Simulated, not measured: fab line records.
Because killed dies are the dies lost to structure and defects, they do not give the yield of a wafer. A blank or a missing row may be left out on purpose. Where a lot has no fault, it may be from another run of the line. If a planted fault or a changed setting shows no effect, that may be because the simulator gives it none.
Which tool is to blame?    flow sky130    7 lots, 21 wafers sampled, at 1 step of a route of 708

## WHAT THE GAUGES SHOWED, per wafer
SKY_FIELD_ISO_BOW_MEAS_00.
lot   measured     on             INCOMING_BOW (um)
L458  day 1 15:00  film_metro-02  -2 8 -14
L460  day 2 01:00  film_metro-03  13 7 5
L462  day 2 11:01  film_metro-02  1 3 -4
L466  day 3 07:00  film_metro-02  -6 10 -5
L470  day 4 03:04  film_metro-02  -5 -3 5
L475  day 5 04:02  film_metro-03  -7 -4 -5
L479  day 6 00:01  film_metro-03  7 1 2

## EACH LOT AND THE TOOL THAT RAN IT (in order: tool; ch and the chambers of the sampled wafers; start)
There is no process step in the record ahead of these readings.

## THE ANSWER, worked out from the rows above alone
Rule: what is usual is taken from the lots themselves. Put in order of their means at a reading, lots are off if they are a third of the lots or fewer, leave a main group of 4 or more, and stand apart from it by a gap of 3 or more times the standard deviation of the main group's means; of several such gaps the widest counts. A main group whose means are all the same, to the digits that the tables above print for the reading, isn't used. A lot without any number at a reading at which 4 lots or more have one is off too. All remaining lots with rows at the step are treated as sound.
No lot is off on any of the readings shown, so nothing can be concluded from this.

## WHAT THE SIMULATOR HAD PUT IN
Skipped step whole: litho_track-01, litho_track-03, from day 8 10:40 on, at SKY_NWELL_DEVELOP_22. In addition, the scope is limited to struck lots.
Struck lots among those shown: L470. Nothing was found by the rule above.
